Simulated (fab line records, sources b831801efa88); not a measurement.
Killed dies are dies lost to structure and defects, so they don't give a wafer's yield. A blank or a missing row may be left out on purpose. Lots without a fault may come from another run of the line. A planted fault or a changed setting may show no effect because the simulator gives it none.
Which tool did it? | flow sky130 | 7 lots, 21 wafers sampled, at 1 step of a route of 708

WHAT THE GAUGES READ, wafer by wafer
SKY_SONOS_TUNNEL_CD_MEAS_07: target cd 410 nm.
lot  | measured     | on        | cd_nm (nm)
L597 | day 11 23:30 | cd_sem-02 | 410.5 412.9 410.8
L599 | day 12 11:46 | cd_sem-02 | 407.6 409.0 409.5
L602 | day 13 11:47 | cd_sem-01 | 405.3 406.4 406.8
L604 | day 13 20:47 | cd_sem-01 | 412.1 414.2 415.2
L606 | day 14 21:53 | cd_sem-01 | 409.2 408.5 408.5
L608 | day 15 10:49 | cd_sem-02 | 413.0 411.7 410.1
L610 | day 16 01:54 | cd_sem-01 | 407.2 408.7 409.3

WHICH TOOL RAN EACH LOT (tool, then ch and the chambers of the sampled wafers, then the start)
The record holds no process step before these readings.

THE ANSWER, worked out from the rows above alone
Rule: what is usual is taken from the lots themselves. Put in order of their means at a reading, lots are off if they are a third of the lots or fewer, leave a main group of 4 or more, and stand apart from it by a gap of 3 or more times the standard deviation of the main group's means; of several such gaps the widest counts. A main group whose means are all the same, to the digits that the tables above print for the reading, isn't used. A lot without any number at a reading at which 4 lots or more have one is off too. The other lots that the step has rows for count as sound.
No lot is off at any reading shown: from this, nothing can be told.

WHAT THE SIMULATOR HAD PUT IN
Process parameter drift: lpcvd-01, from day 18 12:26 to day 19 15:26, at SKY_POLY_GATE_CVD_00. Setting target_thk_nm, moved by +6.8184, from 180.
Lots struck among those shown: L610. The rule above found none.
